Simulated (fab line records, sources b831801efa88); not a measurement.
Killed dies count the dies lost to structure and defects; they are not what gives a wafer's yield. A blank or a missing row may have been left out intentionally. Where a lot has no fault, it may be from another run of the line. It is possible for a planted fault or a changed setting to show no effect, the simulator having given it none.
Matching of chambers	flow gf180mcu	GF_V4_CVD_00 on hdpcvd-02: 3 sister chambers
The step deposits SiO2, target thk 600 nm, time 100 s. 6 wafers are shown with their chamber, then 7 later ones without.

== EACH WAFER AND ITS CHAMBER ==
wafer	chamber	sih4 flow sccm (sccm)
L313.5	2	60.05
L316.3	1	60.36
L316.6	0	60.06
L320.1	2	60.02
L320.2	1	60.05
L320.3	0	60.05

== WAFERS WITH NO CHAMBER GIVEN ==
wafer	sih4 flow sccm (sccm)
L322.2	60.00
L322.6	60.05
L325.1	60.23
L325.6	60.02
L334.1	59.97
L334.3	60.26
L334.5	60.07

== THE CHAMBER EACH PASSED THROUGH ==
wafer	from the rows above	in truth
L322.2	can't be placed: 2 or 0 or 1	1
L322.6	can't be placed: 0 or 2 or 1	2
L325.1	can't be placed: 1 or 0 or 2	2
L325.6	can't be placed: 2 or 0 or 1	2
L334.1	can't be placed: 2 or 0 or 1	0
L334.3	can't be placed: 1 or 0 or 2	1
L334.5	can't be placed: 0 or 2 or 1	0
Placed correctly: 0 of 7. Can't be placed from these rows: 7 (the true chamber is among the candidates in 7). Number placed wrongly: 0.
How it was worked out, from the rows above alone: a wafer's distance from a chamber is the root of the sum, over the readings, of the square of ((its reading less the chamber's mean) divided by the reading's scatter). If the next closest chamber is less than 2 further off than the closest, the wafer can't be placed; otherwise it belongs to the closest. A chamber's mean is the mean of its shown wafers. How the scatter is found: for the shown wafers, subtract from each reading the mean of its chamber, square and add these, divide the total by (wafers less chambers), then take the root.
